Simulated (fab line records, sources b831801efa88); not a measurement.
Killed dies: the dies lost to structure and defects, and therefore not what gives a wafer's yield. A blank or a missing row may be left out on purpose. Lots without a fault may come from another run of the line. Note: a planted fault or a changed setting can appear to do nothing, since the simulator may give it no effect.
fab line records | flow gf180mcu
record lots=6 | wafers=18 | last_day=34
route steps=602 shown LVPWELL@58 MVSD@66
lots that met no fault: from a run of the same line without faults
start_h: start of the lot's first displayed wafer, in hours after the record's first day | wait_h: hours since the lot's step before | " identical to the entry in the row above | L1.1+2: one row covering several wafers at once | - no value present, or no start provided | * or withheld: withheld | < > ~ a bound
route shown NAME@n: names a module that has steps shown in the file, with the first one's number in the route | usual: the fault-free wafers' mean and standard deviation | same: alike in all rows | chamber/n: place in a boat | sites: each site's reading | _std_site: their standard deviation | _edge_site: mean of outer sites minus mean of inner sites | radius_mm: for every site, how far away it sits from the centre of the wafer | mask NAME#n: copy n | behind: tool/chamber where the wafer was last shaped | hold: why the lot went on hold/how many hours it stayed there/how the hold came to an end | device: the transistor (n, p or np) that didn't switch | end of line: the tests these same wafers got at the end of their route | for a step that has no rows: nothing shown but its recipe | killed: dies that structure and defects cost at the first sort, which is not the same as the wafer's yield | map: a wafer's dies, marking killed ones x, the rest . and places with no die _
set.NAME: the setting as run; set.NAME@STEP: as run at that earlier step | model.NAME: the simulator's own value behind a step, which no gauge read
a table for each step, a row for each wafer; lots at some steps of the route
services: from which hour (start_h, from the record's first day; less than 0 if before it) a tool's chamber was out of use, for how many hours, and why
## steps
# step GF_LVPWELL_EXPOSE_04
# recipe mask_id=LVPWELL | target_cd_nm=600 | na=0.6 | source_shape=conventional | sigma_outer=0.6 | dose_mj=260
# step GF_LVPWELL_PEB_05
# recipe temp_c=115 | time_s=withheld
# step GF_LVPWELL_DEVELOP_06
# recipe wall_angle_deg=90 | develop_time_s=60 | dev_temp_c=23
# step GF_LVPWELL_OVL_MEAS_07
# usual LVPWELL_OVL=-0.5/1.5
lot.wafer | tool       | chamber | start_h | wait_h | LVPWELL_OVL[nm]
L760.3    | overlay-02 | -       | 113.78  | -      | -0.7
L760.4    | "          | -       | "       | "      | 0.0
L760.6    | "          | -       | "       | "      | 0.4
L761.4    | overlay-01 | -       | 119.43  | -      | 0.4
L761.5    | "          | -       | "       | "      | -0.8
L761.6    | "          | -       | "       | "      | -3.5
L763.1    | overlay-01 | -       | 131.16  | -      | -3.7
L763.4    | "          | -       | "       | "      | -1.7
L763.6    | "          | -       | "       | "      | -2.6
L764.2    | overlay-02 | -       | 136.32  | -      | 0.4
L764.4    | "          | -       | "       | "      | -0.4
L764.5    | "          | -       | "       | "      | 0.0
L765.2    | overlay-01 | -       | 140.47  | -      | 2.1
L765.4    | "          | -       | "       | "      | 1.7
L765.5    | "          | -       | "       | "      | 2.6
L775.1    | overlay-02 | -       | 198.12  | -      | 0.9
L775.2    | "          | -       | "       | "      | 1.9
L775.5    | "          | -       | "       | "      | 0.8
# step GF_LVPWELL_IMPLANT_08
# recipe species=B | energy_kev=170 | dose_cm2=1.5e+13 | tilt_deg=0
# step GF_LVPWELL_IMPLANT_09
# recipe species=B | energy_kev=60 | dose_cm2=5e+12 | tilt_deg=0
# step GF_LVPWELL_STRIP_10
# recipe chemistry=O2/N2 | power_w=1400 | pressure_mtorr=1500 | platen_temp_c=250 | o2_flow_sccm=3000 | n2_flow_sccm=300 | overash_fraction=0.5
# usual drypump_motor_current_A=5.6/0.35 | heater_power_w=356/32 | oes_product_au=0.722/0.0045 | strip_time_to_endpoint_s=36.94/0.088
lot.wafer | tool            | chamber | start_h | wait_h | drypump_motor_current_A | heater_power_w | oes_product_au | rf_hours_counter_h | strip_time_to_endpoint_s
L760.3    | plasma_asher-01 | 0       | 114.14  | 0.1    | 5.0                     | 336            | 0.718          | -                  | 36.94
L760.4    | "               | 1       | "       | "      | 6.1                     | 352            | 0.722          | -                  | 36.89
L760.6    | "               | 0       | "       | "      | 5.0                     | 325            | 0.722          | -                  | 36.82
L761.4    | plasma_asher-03 | 0       | 119.78  | 0.1    | 5.3                     | 392            | 0.723          | -                  | 36.96
L761.5    | "               | 1       | "       | "      | 5.7                     | 373            | 0.720          | -                  | 36.96
L761.6    | "               | 0       | "       | "      | 5.3                     | 399            | 0.728          | -                  | 37.01
L763.1    | plasma_asher-02 | 0       | 131.49  | 0.1    | 6.1                     | 323            | 0.721          | 42                 | 37.05
L763.4    | "               | 0       | "       | "      | 6.1                     | 321            | 0.719          | -                  | 37.04
L763.6    | "               | 1       | "       | "      | 5.6                     | 336            | 0.720          | -                  | 37.03
L764.2    | plasma_asher-03 | 0       | 136.65  | 0.1    | 5.3                     | 389            | 0.719          | 2                  | 37.12
L764.4    | "               | 0       | "       | "      | 5.3                     | 393            | 0.726          | -                  | 36.98
L764.5    | "               | 1       | "       | "      | 5.7                     | 368            | 0.731          | -                  | 37.04
L765.2    | plasma_asher-03 | 1       | 140.80  | 0.1    | 5.7                     | 381            | 0.722          | 2                  | 37.03
L765.4    | "               | 1       | "       | "      | 5.7                     | 361            | 0.722          | -                  | 36.92
L765.5    | "               | 1       | "       | "      | 5.7                     | 376            | 0.727          | -                  | 36.99
L775.1    | plasma_asher-01 | 0       | 198.46  | 0.1    | 5.0                     | 334            | 0.726          | 37                 | 36.96
L775.2    | "               | 1       | "       | "      | 6.1                     | 345            | 0.725          | 37                 | 36.93
L775.5    | "               | 1       | "       | "      | 6.1                     | 339            | 0.717          | -                  | 36.86
# step GF_LVPWELL_TW_MEAS_11
# usual LVPWELL_TW=562/5.4
lot.wafer | tool          | chamber | start_h | wait_h | LVPWELL_TW
L760.3    | film_metro-04 | -       | 114.23  | 0.1    | 565
L760.4    | "             | -       | "       | "      | 565
L760.6    | "             | -       | "       | "      | 566
L761.4    | film_metro-03 | -       | 119.88  | 0.1    | 560
L761.5    | "             | -       | "       | "      | 559
L761.6    | "             | -       | "       | "      | 556
L763.1    | film_metro-04 | -       | 131.59  | 0.1    | 566
L763.4    | "             | -       | "       | "      | 563
L763.6    | "             | -       | "       | "      | 568
L764.2    | film_metro-04 | -       | 136.76  | 0.1    | 566
L764.4    | "             | -       | "       | "      | 564
L764.5    | "             | -       | "       | "      | 566
L765.2    | film_metro-03 | -       | 140.91  | 0.1    | 555
L765.4    | "             | -       | "       | "      | 553
L765.5    | "             | -       | "       | "      | 556
L775.1    | film_metro-03 | -       | 198.56  | 0.1    | 560
L775.2    | "             | -       | "       | "      | 560
L775.5    | "             | -       | "       | "      | 560
# step GF_MVSD_DEHYDRATE_00
# recipe temp_c=200 | time_s=60
# step GF_MVSD_HMDS_01
# recipe prime_time_s=60 | prime_temp_c=120
# step GF_MVSD_COAT_02
# recipe spin_rpm=2000 | resist_thk_nm=3000
# step GF_MVSD_SOFTBAKE_03
# recipe temp_c=110 | time_s=withheld
# step GF_MVSD_EXPOSE_04
# recipe mask_id=MVSD | target_cd_nm=1000 | na=0.6 | source_shape=conventional | sigma_outer=0.6 | dose_mj=260
# usual reticle_temp_C=22.98/0.11
lot.wafer | tool             | chamber | start_h | wait_h | mask   | reticle_temp_C | model.MVSD.overlay_x_nm
L760.3    | iline_stepper-02 | 0       | 121.71  | -      | MVSD#0 | 23.14          | -2.937
L760.4    | "                | 0       | "       | "      | MVSD#0 | 22.98          | -2.937
L760.6    | "                | 0       | "       | "      | MVSD#0 | 22.91          | -2.937
L761.4    | iline_stepper-01 | 0       | 127.34  | -      | MVSD#0 | 23.04          | -1.769
L761.5    | "                | 0       | "       | "      | MVSD#0 | 23.10          | -1.769
L761.6    | "                | 0       | "       | "      | MVSD#0 | 23.07          | -1.769
L763.1    | iline_stepper-02 | 0       | 138.93  | -      | MVSD#0 | 22.85          | -2.125
L763.4    | "                | 0       | "       | "      | MVSD#0 | 22.95          | -2.125
L763.6    | "                | 0       | "       | "      | MVSD#0 | 23.09          | -2.125
L764.2    | iline_stepper-01 | 0       | 144.81  | -      | MVSD#0 | 23.01          | -127.6
L764.4    | "                | 0       | "       | "      | MVSD#0 | 22.89          | -127.6
L764.5    | "                | 0       | "       | "      | MVSD#0 | 23.05          | -127.6
L765.2    | iline_stepper-01 | 0       | 148.63  | -      | MVSD#0 | 22.98          | -129.9
L765.4    | "                | 0       | "       | "      | MVSD#0 | 23.05          | -129.9
L765.5    | "                | 0       | "       | "      | MVSD#0 | 23.09          | -129.9
L775.1    | iline_stepper-02 | 0       | 207.01  | -      | MVSD#0 | 22.97          | -1.039
L775.2    | "                | 0       | "       | "      | MVSD#0 | 23.07          | -1.039
L775.5    | "                | 0       | "       | "      | MVSD#0 | 22.98          | -1.039
# step GF_MVSD_PEB_05
# recipe temp_c=115 | time_s=withheld
# step GF_MVSD_DEVELOP_06
# recipe wall_angle_deg=90 | develop_time_s=60 | dev_temp_c=23
# step GF_MVSD_OVL_MEAS_07
# usual MVSD_OVL=-1.5/1.5
lot.wafer | tool       | chamber | start_h | wait_h | hold                     | MVSD_OVL[nm]
L760.3    | overlay-02 | -       | 128.47  | -      | -                        | -2.4
L760.4    | "          | -       | "       | "      | -                        | -3.3
L760.6    | "          | -       | "       | "      | -                        | -4.0
L761.4    | overlay-02 | -       | 134.38  | -      | -                        | -3.3
L761.5    | "          | -       | "       | "      | -                        | -3.8
L761.6    | "          | -       | "       | "      | -                        | -2.1
L763.1    | overlay-02 | -       | 146.86  | -      | -                        | -2.6
L763.4    | "          | -       | "       | "      | -                        | -2.0
L763.6    | "          | -       | "       | "      | -                        | -1.9
L764.2    | overlay-01 | -       | 152.27  | -      | await_dispo/0.2h/release | -129.6
L764.4    | "          | -       | "       | "      | await_dispo/0.2h/release | -130.3
L764.5    | "          | -       | "       | "      | await_dispo/0.2h/release | -127.9
L764.2    | overlay-01 | -       | 152.47  | 0.2    | -                        | -129.1
L764.4    | "          | -       | "       | "      | -                        | -130.2
L764.5    | "          | -       | "       | "      | -                        | -127.7
L765.2    | overlay-01 | -       | 156.41  | -      | await_dispo/0.2h/release | -130.6
L765.4    | "          | -       | "       | "      | await_dispo/0.2h/release | -130.7
L765.5    | "          | -       | "       | "      | await_dispo/0.2h/release | -128.8
L765.2    | overlay-01 | -       | 156.62  | 0.2    | -                        | -130.4
L765.4    | "          | -       | "       | "      | -                        | -130.8
L765.5    | "          | -       | "       | "      | -                        | -129.0
L775.1    | overlay-02 | -       | 215.96  | -      | -                        | -2.8
L775.2    | "          | -       | "       | "      | -                        | -0.4
L775.5    | "          | -       | "       | "      | -                        | -1.0
## services
tool             | chamber | start_h | hours | kind
iline_stepper-01 | -       | 97.16   | 1.7   | pm
plasma_asher-03  | -       | 108.75  | 9.0   | pm
plasma_asher-03  | 0       | 108.75  | 9.0   | vent_cycle
plasma_asher-03  | 1       | 108.75  | 9.0   | vent_cycle
plasma_asher-03  | 0       | 117.75  | -     | clean
plasma_asher-03  | 1       | 117.75  | -     | clean
plasma_asher-01  | -       | 142.05  | 28.1  | pm
iline_stepper-01 | -       | 162.67  | 13.9  | repair
plasma_asher-02  | -       | 170.34  | 1.6   | repair
## key
first_sign step=GF_MVSD_OVL_MEAS_07 | reading=visit | direction=added
effect step=GF_MVSD_OVL_MEAS_07 | reading=MVSD_OVL | direction=down | sigmas=84 | usual=-1.5 | struck=-129.7
model_effect step=GF_MVSD_EXPOSE_04 | value=MVSD.overlay_x_nm | without=-0.1477 | struck=-128.8
met_at GF_MVSD_EXPOSE_04
struck_wafers L764.2,L764.4,L764.5,L765.2,L765.4,L765.5
scrapped_behind GF_MVSD_OVL_MEAS_07 L764.2,L764.4,L764.5,L765.2,L765.4,L765.5
onset_between 127.34 144.81
also_fits GF_LVPWELL_STRIP_10:plasma_asher-03
fault kind=scanner_matching_overlay | tool=iline_stepper-01 | chamber=- | onset_h=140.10 | steps=GF_MVSD_EXPOSE_04 | offset=-128.61
